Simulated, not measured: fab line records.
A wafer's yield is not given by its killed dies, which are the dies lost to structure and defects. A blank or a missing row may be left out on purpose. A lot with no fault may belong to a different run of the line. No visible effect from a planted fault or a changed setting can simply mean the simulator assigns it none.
fab line records + flow sky130
record
- lots=6
- wafers=18
- last-day=50
route steps=708 shown PASSIVATION@688 PAD_OPEN@694
lots untouched by any fault: they come from a run of this same line in which no faults occurred
start-h: hours from the record's first day to the start of the lot's first wafer shown + wait-h: hours from the lot's prior step to this one + " same as the row above + L1.1+2: a row that stands for several wafers + - no value present, or no start provided + * or withheld: withheld + < > ~ a bound
route shown NAME@n: names a module that has steps shown in the file, with the first one's number in the route + usual: the fault-free wafers' mean and standard deviation + same: alike in all rows + chamber/n: place in a boat + sites: each site's reading + _std_site: how widely they spread, as a standard deviation + _edge_site: outer sites' mean less inner sites' + radius-mm: how far each site lies from the wafer's centre + mask NAME#n: copy n + behind: the last tool/chamber to shape the wafer + hold: why the lot went on hold/how many hours it stayed there/how the hold came to an end + device: transistor that didn't switch, given as n, p or np + end of line: the tests these same wafers got at the end of their route + where a step has no rows: the recipe by itself + killed: dies lost to structure and defects at the first sort, not the wafer's yield + map: per-die view of a wafer (x killed, . not killed, _ where there is no die)
set.NAME: the setting that was run; set.NAME@STEP: the one run at that earlier step + model.NAME: the simulator's own value behind a step, which no gauge read
lots seen at some steps along the route; tables by step, rows by wafer
services: from which hour (start-h, from the record's first day; less than 0 if before it) a tool's chamber was out of use, for how many hours, and why
## steps
# step SKY_PASSIVATION_SOFTBAKE_07
# recipe
- temp-c=110
- time-s=withheld
# step SKY_PASSIVATION_EXPOSE_08
# recipe
- mask-id=NSM
- target-cd-nm=3000
- na=0.57
- dose-mj=260
# step SKY_PASSIVATION_PEB_09
# recipe
- temp-c=115
- time-s=withheld
# step SKY_PASSIVATION_DEVELOP_10
# recipe
- develop-time-s=60
- dev-temp-c=23
# step SKY_PASSIVATION_ETCH_11
# recipe
- chemistry=CF4/O2
- target-depth-nm=725
- stop-on=AlCu
- source-w=800
- bias-w=150
- pressure-mtorr=150
- cf4-flow-sccm=80
- O2_flow_sccm=10
- time-s=161.1
# usual
- drypump-motor-current-A=5.7/0.67
- oes-product-au=0.978/0.006
- throttle-valve-pct=5.966/0.01
| lot.wafer | tool        | chamber | start-h | wait-h | drypump-motor-current-A | oes-product-au | rf-hours-counter-h | throttle-valve-pct |
|-----------|-------------|---------|---------|--------|-------------------------|----------------|--------------------|--------------------|
| L160.1    | rie-diel-03 | 1       | 1079.73 | -      | 6.2                     | 0.972          | 10                 | 5.975              |
| L160.5    | "           | 2       | "       | "      | 6.5                     | 0.981          | -                  | 5.987              |
| L160.6    | "           | 3       | "       | "      | 5.2                     | 0.976          | -                  | 5.958              |
| L167.2    | rie-diel-02 | 1       | 1122.73 | -      | 4.9                     | 0.963          | 8                  | 5.978              |
| L167.4    | "           | 3       | "       | "      | 5.3                     | 0.973          | 16                 | 5.973              |
| L167.5    | "           | 1       | "       | "      | 5.0                     | 0.971          | -                  | 5.956              |
| L168.3    | rie-diel-04 | 3       | 1123.98 | -      | 6.0                     | 0.966          | 18                 | 5.963              |
| L168.4    | "           | 0       | "       | "      | 5.9                     | 0.972          | 14                 | 5.966              |
| L168.5    | "           | 0       | "       | "      | 5.9                     | 0.981          | -                  | 5.969              |
| L170.2    | rie-diel-04 | 3       | 1154.78 | -      | 6.0                     | 0.978          | 19                 | 5.967              |
| L170.3    | "           | 2       | "       | "      | 6.9                     | 0.982          | 21                 | 5.957              |
| L170.4    | "           | 1       | "       | "      | 5.5                     | 0.979          | 11                 | 5.956              |
| L171.1    | rie-diel-03 | 0       | 1161.88 | -      | 4.7                     | 0.972          | 16                 | 5.966              |
| L171.3    | "           | 2       | "       | "      | 6.6                     | 0.990          | 24                 | 5.991              |
| L171.6    | "           | 0       | "       | "      | 4.7                     | 0.980          | -                  | 5.972              |
| L177.2    | rie-diel-04 | 2       | 1188.16 | -      | 6.8                     | 0.973          | 22                 | 5.967              |
| L177.3    | "           | 3       | "       | "      | 6.0                     | 0.978          | 21                 | 5.959              |
| L177.4    | "           | 0       | "       | "      | 5.8                     | 0.972          | 16                 | 5.971              |
# step SKY_PASSIVATION_STRIP_12
# recipe
- chemistry=O2/N2
- power-w=1400
- pressure-mtorr=1500
- platen-temp-c=withheld
- overash-fraction=0.7
- o2-flow-sccm=3000
- n2-flow-sccm=300
# usual
- drypump-motor-current-A=5.8/0.47
- oes-product-au=0.661/0.0044
- strip-time-to-endpoint-s=31.57/0.12
| lot.wafer | tool            | chamber | start-h | wait-h | drypump-motor-current-A | oes-product-au | rf-hours-counter-h | strip-time-to-endpoint-s |
|-----------|-----------------|---------|---------|--------|-------------------------|----------------|--------------------|--------------------------|
| L160.1    | plasma-asher-01 | 1       | 1079.84 | 0.1    | 5.9                     | 0.665          | 32                 | 31.54                    |
| L160.5    | "               | 1       | "       | "      | 5.9                     | 0.656          | -                  | 31.62                    |
| L160.6    | "               | 0       | "       | "      | 5.4                     | 0.661          | -                  | 31.55                    |
| L167.2    | plasma-asher-03 | 1       | 1122.84 | 0.1    | 6.0                     | 0.662          | 6                  | 31.47                    |
| L167.4    | "               | 1       | "       | "      | 5.9                     | 0.653          | -                  | 31.49                    |
| L167.5    | "               | 0       | "       | "      | 6.5                     | 0.661          | -                  | 31.61                    |
| L168.3    | plasma-asher-01 | 0       | 1124.12 | 0.1    | 5.4                     | 0.660          | -                  | 31.49                    |
| L168.4    | "               | 1       | "       | "      | 5.9                     | 0.657          | -                  | 31.57                    |
| L168.5    | "               | 0       | "       | "      | 5.4                     | 0.666          | -                  | 31.64                    |
| L170.2    | plasma-asher-01 | 1       | 1154.88 | 0.1    | 5.9                     | 0.666          | 38                 | 31.37                    |
| L170.3    | "               | 1       | "       | "      | 5.9                     | 0.664          | -                  | 31.61                    |
| L170.4    | "               | 0       | "       | "      | 5.4                     | 0.663          | -                  | 31.66                    |
| L171.1    | plasma-asher-03 | 1       | 1161.99 | 0.1    | 5.9                     | 0.663          | 10                 | 31.65                    |
| L171.3    | "               | 0       | "       | "      | 6.5                     | 0.657          | -                  | 31.50                    |
| L171.6    | "               | 1       | "       | "      | 5.9                     | 0.661          | -                  | 31.61                    |
| L177.2    | plasma-asher-01 | 0       | 1188.26 | 0.1    | 5.4                     | 0.653          | 41                 | 31.78                    |
| L177.3    | "               | 1       | "       | "      | 6.0                     | 0.662          | -                  | 31.74                    |
| L177.4    | "               | 0       | "       | "      | 5.4                     | 0.659          | -                  | 31.91                    |
# step SKY_PAD_OPEN_DEHYDRATE_00
# recipe
- temp-c=200
- time-s=60
# step SKY_PAD_OPEN_HMDS_01
# recipe
- prime-time-s=60
- prime-temp-c=120
# step SKY_PAD_OPEN_COAT_02
# recipe
- spin-rpm=2000
- resist-thk-nm=3000
# step SKY_PAD_OPEN_SOFTBAKE_03
# recipe
- temp-c=110
- time-s=withheld
# step SKY_PAD_OPEN_EXPOSE_04
# recipe
- mask-id=PDM
- target-cd-nm=60000
- na=0.57
- dose-mj=260
# step SKY_PAD_OPEN_PEB_05
# recipe
- temp-c=115
- time-s=withheld
# step SKY_PAD_OPEN_DEVELOP_06
# recipe
- develop-time-s=60
- dev-temp-c=23
# usual
- developer-temp-C=22.98/0.11
- resist-line-temp-C=23.00/0.11
| lot.wafer | tool           | chamber | start-h | wait-h | developer-temp-C | resist-line-temp-C |
|-----------|----------------|---------|---------|--------|------------------|--------------------|
| L160.1    | litho-track-01 | 0       | 1101    | -      | 22.95            | 22.88              |
| L160.5    | "              | 0       | "       | "      | 22.80            | 23.23              |
| L160.6    | "              | 0       | "       | "      | 22.97            | 23.02              |
| L167.2    | litho-track-04 | 0       | 1141    | -      | 22.94            | 23.12              |
| L167.4    | "              | 0       | "       | "      | 22.95            | 23.10              |
| L167.5    | "              | 0       | "       | "      | 22.83            | 23.10              |
| L168.3    | litho-track-04 | 0       | 1142    | -      | 23.86            | 23.08              |
| L168.4    | "              | 0       | "       | "      | 23.84            | 23.04              |
| L168.5    | "              | 0       | "       | "      | 23.85            | 23.05              |
| L170.2    | litho-track-04 | 0       | 1171    | -      | 23.89            | 23.12              |
| L170.3    | "              | 0       | "       | "      | 23.79            | 22.83              |
| L170.4    | "              | 0       | "       | "      | 23.92            | 22.92              |
| L171.1    | litho-track-02 | 0       | 1179    | -      | 22.88            | 23.01              |
| L171.3    | "              | 0       | "       | "      | 22.91            | 23.32              |
| L171.6    | "              | 0       | "       | "      | 23.07            | 23.16              |
| L177.2    | litho-track-01 | 0       | 1203    | -      | 23.07            | 23.07              |
| L177.3    | "              | 0       | "       | "      | 22.83            | 23.04              |
| L177.4    | "              | 0       | "       | "      | 22.92            | 22.92              |
# step SKY_PAD_OPEN_ETCH_07
# recipe
- chemistry=CF4/O2
- target-depth-nm=725
- stop-on=AlCu
- source-w=800
- bias-w=150
- pressure-mtorr=150
- cf4-flow-sccm=80
- O2_flow_sccm=10
- time-s=154
# usual
- drypump-motor-current-A=5.9/0.52
- oes-product-au=0.992/0.0072
- throttle-valve-pct=5.969/0.0093
| lot.wafer | tool        | chamber | start-h | wait-h | drypump-motor-current-A | oes-product-au | rf-hours-counter-h | throttle-valve-pct |
|-----------|-------------|---------|---------|--------|-------------------------|----------------|--------------------|--------------------|
| L160.1    | rie-diel-04 | 3       | 1101.54 | -      | 6.0                     | 0.997          | 17                 | 5.957              |
| L160.5    | "           | 0       | "       | "      | 5.9                     | 0.981          | -                  | 5.957              |
| L160.6    | "           | 1       | "       | "      | 5.5                     | 0.988          | -                  | 5.967              |
| L167.2    | rie-diel-03 | 2       | 1141.93 | -      | 6.5                     | 0.989          | 24                 | 5.968              |
| L167.4    | "           | 1       | "       | "      | 6.2                     | 0.992          | 12                 | 5.971              |
| L167.5    | "           | 1       | "       | "      | 6.2                     | 0.985          | -                  | 5.979              |
| L168.3    | rie-diel-04 | 2       | 1142.93 | -      | 6.8                     | 0.992          | 20                 | 5.966              |
| L168.4    | "           | 3       | "       | "      | 5.9                     | 0.980          | 19                 | 5.981              |
| L168.5    | "           | 0       | "       | "      | 5.9                     | 0.991          | -                  | 5.962              |
| L170.2    | rie-diel-01 | 2       | 1171.18 | -      | 6.2                     | 0.990          | 21                 | 5.994              |
| L170.3    | "           | 3       | "       | "      | 6.1                     | 1.004          | 23                 | 5.978              |
| L170.4    | "           | 0       | "       | "      | 5.7                     | 1.012          | 1                  | 5.970              |
| L171.1    | rie-diel-01 | 0       | 1179.21 | -      | 5.7                     | 0.997          | 2                  | 5.969              |
| L171.3    | "           | 1       | "       | "      | 6.3                     | 0.994          | 27                 | 5.962              |
| L171.6    | "           | 3       | "       | "      | 6.1                     | 1.004          | -                  | 5.977              |
| L177.2    | rie-diel-01 | 2       | 1203.79 | -      | 6.2                     | 0.990          | 22                 | 5.970              |
| L177.3    | "           | 3       | "       | "      | 6.1                     | 0.994          | 24                 | 5.967              |
| L177.4    | "           | 0       | "       | "      | 5.7                     | 0.990          | 2                  | 5.976              |
# step SKY_PAD_OPEN_PROBE_99
# usual
- defect-limited-yield=82.5/2.1
- killed_at_M0_to_M3=43/6.8
- killed_at_M4_up=3.2/1.7
- killed-at-contacts=24/5.6
- killed-at-front-end=15/4.7
- killed-at-other=0.3/0.59
- killed-dies=86/10
- killed-open=47/6.8
- killed-short=39/6.4
- sort_bin_3_pad_short=0.9/0.42
- sort_bin_5_function=10.5/1.6
- sort_bin_6_memory=6.2/1.1
- sort-n-pass=406/10
- sort-yield-pct=82.5/2.1
# same
- gross-dies=492
- killed-at-back-side=0
- sort_bin_4_leakage[%]=0
- sort_bin_8_speed[%]=0
| lot.wafer | tool      | chamber | start-h | wait-h | defect-limited-yield[%] | killed_at_M0_to_M3 | killed_at_M4_up | killed-at-contacts | killed-at-front-end | killed-at-other | killed-dies | killed-open | killed-short | sort_bin_3_pad_short[%] | sort_bin_5_function[%] | sort_bin_6_memory[%] | sort-n-pass | sort-yield-pct[%] |
|-----------|-----------|---------|---------|--------|-------------------------|--------------------|-----------------|--------------------|---------------------|-----------------|-------------|-------------|--------------|-------------------------|------------------------|----------------------|-------------|-------------------|
| L160.1    | prober-02 | -       | 1103.96 | 0.1    | 78.0                    | 47                 | 7               | 30                 | 24                  | 0               | 108         | 61          | 47           | 0.8                     | 14.0                   | 7.1                  | 384         | 78.0              |
| L160.5    | prober-02 | -       | 1104.16 | 0.2    | 83.1                    | 44                 | 2               | 24                 | 13                  | 0               | 83          | 41          | 42           | 1.2                     | 8.1                    | 7.5                  | 409         | 83.1              |
| L160.6    | prober-02 | -       | 1104.21 | 0.2    | 82.9                    | 41                 | 2               | 26                 | 15                  | 0               | 84          | 49          | 35           | 1.0                     | 10.2                   | 5.9                  | 408         | 82.9              |
| L170.2    | prober-01 | -       | 1173.58 | 0.1    | 85.2                    | 38                 | 1               | 23                 | 11                  | 0               | 73          | 36          | 37           | 0.8                     | 6.1                    | 7.9                  | 419         | 85.2              |
| L170.3    | prober-01 | -       | 1173.63 | 0.2    | 83.3                    | 43                 | 5               | 24                 | 10                  | 0               | 82          | 45          | 37           | 0.2                     | 10.8                   | 5.7                  | 410         | 83.3              |
| L170.4    | prober-01 | -       | 1173.68 | 0.2    | 82.3                    | 45                 | 3               | 24                 | 15                  | 0               | 87          | 44          | 43           | 0.8                     | 12.0                   | 4.9                  | 405         | 82.3              |
# killed by level:class
L160.1 CONTACT:geometric-particle:open=11 VIA1:geometric-particle:open=11 VIA2:geometric-particle:open=8 VIA3:geometric-particle:open=6 LI_CONTACT:geometric-particle:open=6 LOCAL_INTERCONNECT:geometric-particle:short=6 VIA1:geometric-particle:short=6 FIELD_ISO:geometric-particle:short=5
L160.5 CONTACT:geometric-particle:open=13 METAL1:geometric-particle:short=9 VIA1:geometric-particle:open=8 METAL2:geometric-particle:short=6 VIA2:geometric-particle:short=5 FIELD_ISO:geometric-particle:short=4 POLY_GATE:geometric-particle:open=4 LI_CONTACT:geometric-particle:open=4
L160.6 VIA1:geometric-particle:open=9 CONTACT:geometric-particle:open=9 LI_CONTACT:geometric-particle:open=7 VIA1:geometric-particle:short=6 METAL1:geometric-particle:short=5 METAL2:geometric-particle:short=5 FIELD_ISO:geometric-particle:open=4 VIA2:geometric-particle:short=4
L170.2 VIA1:geometric-particle:open=8 CONTACT:geometric-particle:open=8 METAL1:geometric-particle:short=6 VIA1:geometric-particle:short=6 METAL2:geometric-particle:short=6 CONTACT:geometric-particle:short=5 LOCAL_INTERCONNECT:geometric-particle:short=5 FIELD_ISO:geometric-particle:short=4
L170.3 CONTACT:geometric-particle:open=12 VIA2:geometric-particle:open=9 METAL2:geometric-particle:short=7 VIA3:geometric-particle:open=6 VIA1:geometric-particle:open=6 FIELD_ISO:geometric-particle:short=4 LI_CONTACT:geometric-particle:open=4 LOCAL_INTERCONNECT:geometric-particle:short=4
L170.4 VIA1:geometric-particle:open=10 CONTACT:geometric-particle:open=7 VIA2:geometric-particle:open=7 LI_CONTACT:geometric-particle:open=6 METAL1:geometric-particle:short=6 FIELD_ISO:geometric-particle:open=5 POLY_GATE:geometric-particle:short=5 VIA3:geometric-particle:open=5
## services
| tool            | chamber | start-h | hours | kind           |
|-----------------|---------|---------|-------|----------------|
| plasma-asher-03 | 0       | 1064.25 | -     | clean          |
| plasma-asher-03 | 1       | 1064.25 | -     | clean          |
| rie-diel-04     | 3       | 1065.48 | 12.2  | repair         |
| rie-diel-01     | 3       | 1066.40 | 14.3  | repair         |
| rie-diel-04     | 0       | 1068.33 | 2.3   | repair         |
| rie-diel-02     | 0       | 1080.82 | 6.9   | repair         |
| rie-diel-02     | -       | 1081.95 | 2.8   | pm             |
| rie-diel-01     | 0       | 1085.67 | 3.6   | repair         |
| rie-diel-03     | -       | 1087.25 | 9.0   | repair         |
| rie-diel-01     | 0       | 1093.59 | 7.3   | repair         |
| plasma-asher-01 | -       | 1097.46 | 8.4   | repair         |
| rie-diel-01     | 0       | 1112.29 | -     | clean          |
| rie-diel-01     | 0       | 1112.29 | 15.4  | scheduled-down |
| rie-diel-01     | 0       | 1112.29 | 15.4  | vent-cycle     |
| rie-diel-03     | -       | 1130.36 | 0.5   | repair         |
| rie-diel-02     | 3       | 1175.75 | 11.9  | repair         |
| rie-diel-03     | -       | 1179.30 | 0.4   | repair         |
| plasma-asher-01 | -       | 1188.37 | 0.4   | repair         |
| rie-diel-03     | 1       | 1193.65 | 2.9   | repair         |
| rie-diel-04     | 3       | 1195.09 | 6.0   | repair         |
## key
first-sign
- step=SKY_PAD_OPEN_DEVELOP_06
- reading=developer-temp-C
- direction=up
- sigmas=8.2
- usual=*
- struck=*
effect none on later readings
met-at SKY_PAD_OPEN_DEVELOP_06
struck-wafers L168.3,L168.4,L168.5,L170.2,L170.3,L170.4
fault
- kind=process-parameter-drift
- tool=litho-track-04
- chamber=-
- onset-h=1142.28
- steps=SKY_PAD_OPEN_DEVELOP_06
- channel=dev-temp-c
- offset=*
- shape=step
- end-h=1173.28
- acts-in=*
- stated=*
